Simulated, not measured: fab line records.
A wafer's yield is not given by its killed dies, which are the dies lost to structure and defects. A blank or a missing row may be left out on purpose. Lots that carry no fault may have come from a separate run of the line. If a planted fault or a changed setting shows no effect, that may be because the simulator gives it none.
Which tool did it? || flow gf180mcu || 11 lots, 33 wafers sampled, at 3 steps of a route of 602

== WHAT THE GAUGES READ, wafer by wafer ==
GF_PSD_RS_MEAS_14: the measuring method here is four-point-probe.
{"lot": "L714", "measured": "day 14 13:59", "on": "film-metro-03", "NSD_RS (ohm/sq)": "46.19 46.17 46.17"}
{"lot": "L716", "measured": "day 15 07:11", "on": "film-metro-04", "NSD_RS (ohm/sq)": "46.09 46.09 46.12"}
{"lot": "L717", "measured": "day 15 21:11", "on": "film-metro-01", "NSD_RS (ohm/sq)": "46.04 45.98 46.04"}
{"lot": "L718", "measured": "day 16 09:43", "on": "film-metro-01", "NSD_RS (ohm/sq)": "46.08 46.10 46.06"}
{"lot": "L721", "measured": "day 17 17:57", "on": "film-metro-03", "NSD_RS (ohm/sq)": "49.31 49.42 49.44"}
{"lot": "L722", "measured": "day 17 17:34", "on": "film-metro-01", "NSD_RS (ohm/sq)": "49.10 49.22 49.33"}
{"lot": "L730", "measured": "day 19 20:21", "on": "film-metro-01", "NSD_RS (ohm/sq)": "46.26 46.18 46.22"}
{"lot": "L732", "measured": "day 20 17:41", "on": "film-metro-04", "NSD_RS (ohm/sq)": "46.17 46.19 46.08"}
{"lot": "L734", "measured": "day 21 05:34", "on": "film-metro-03", "NSD_RS (ohm/sq)": "46.08 46.12 46.05"}
{"lot": "L735", "measured": "day 21 13:17", "on": "film-metro-01", "NSD_RS (ohm/sq)": "46.21 46.12 46.23"}
{"lot": "L736", "measured": "day 21 22:49", "on": "film-metro-03", "NSD_RS (ohm/sq)": "46.20 46.13 46.13"}

== WHICH TOOL RAN EACH LOT (tool, then ch and the chambers of the sampled wafers, then the start) ==
{"lot": "L714", "GF_NSD_IMPLANT_09": "implanter-03 ch 0, day 13 16:43", "GF_NSD_STRIP_11": "plasma-asher-01 ch 0,1, day 13 17:01"}
{"lot": "L716", "GF_NSD_IMPLANT_09": "implanter-03 ch 0, day 14 10:38", "GF_NSD_STRIP_11": "plasma-asher-03 ch 0,1, day 14 10:54"}
{"lot": "L717", "GF_NSD_IMPLANT_09": "implanter-04 ch 0, day 14 23:27", "GF_NSD_STRIP_11": "plasma-asher-01 ch 0,1, day 14 23:45"}
{"lot": "L718", "GF_NSD_IMPLANT_09": "implanter-03 ch 0, day 15 11:18", "GF_NSD_STRIP_11": "plasma-asher-01 ch 0,1, day 15 11:36"}
{"lot": "L721", "GF_NSD_IMPLANT_09": "implanter-03 ch 0, day 16 17:53", "GF_NSD_STRIP_11": "plasma-asher-04 ch 0,1, day 16 18:09"}
{"lot": "L722", "GF_NSD_IMPLANT_09": "implanter-03 ch 0, day 16 17:33", "GF_NSD_STRIP_11": "plasma-asher-01 ch 0,1, day 16 17:51"}
{"lot": "L730", "GF_NSD_IMPLANT_09": "implanter-01 ch 0, day 18 19:20", "GF_NSD_STRIP_11": "plasma-asher-03 ch 0,1, day 18 19:35"}
{"lot": "L732", "GF_NSD_IMPLANT_09": "implanter-03 ch 0, day 19 16:53", "GF_NSD_STRIP_11": "plasma-asher-03 ch 0,1, day 19 17:10"}
{"lot": "L734", "GF_NSD_IMPLANT_09": "implanter-01 ch 0, day 20 05:08", "GF_NSD_STRIP_11": "plasma-asher-01 ch 0,1, day 20 05:23"}
{"lot": "L735", "GF_NSD_IMPLANT_09": "implanter-04 ch 0, day 20 13:31", "GF_NSD_STRIP_11": "plasma-asher-04 ch 0,1, day 20 13:49"}
{"lot": "L736", "GF_NSD_IMPLANT_09": "implanter-01 ch 0, day 20 22:46", "GF_NSD_STRIP_11": "plasma-asher-04 ch 0,1, day 20 23:03"}
- GF_NSD_IMPLANT_09
- GF_NSD_STRIP_11: strips in O2/N2.

== THE ANSWER, worked out from the rows above alone ==
Rule: the usual values come from the lots themselves. The widest of any qualifying gaps counts: lots, ordered by their means at a reading, are off when they make up no more than a third of the lots, leave a main group of 4 or more, and stand apart from it by 3 or more times the standard deviation of that group's means. A main group whose means are all the same, to the digits that the tables above print for the reading, isn't used. A lot without any number at a reading at which 4 lots or more have one is off too. Any other lot the step has rows for is counted as sound.
Off: L721, L722, seen at GF_PSD_RS_MEAS_14 (NSD_RS). For the main group the mean is 46.13 ohm/sq and the standard deviation 0.06.
A tool fits if, at a process step before that reading, it ran every lot that is off, and no sound lot after the first of them. The gauges at GF_PSD_RS_MEAS_14 are tried like those tools. None of those tried fits.

== WHAT THE SIMULATOR HAD INSERTED ==
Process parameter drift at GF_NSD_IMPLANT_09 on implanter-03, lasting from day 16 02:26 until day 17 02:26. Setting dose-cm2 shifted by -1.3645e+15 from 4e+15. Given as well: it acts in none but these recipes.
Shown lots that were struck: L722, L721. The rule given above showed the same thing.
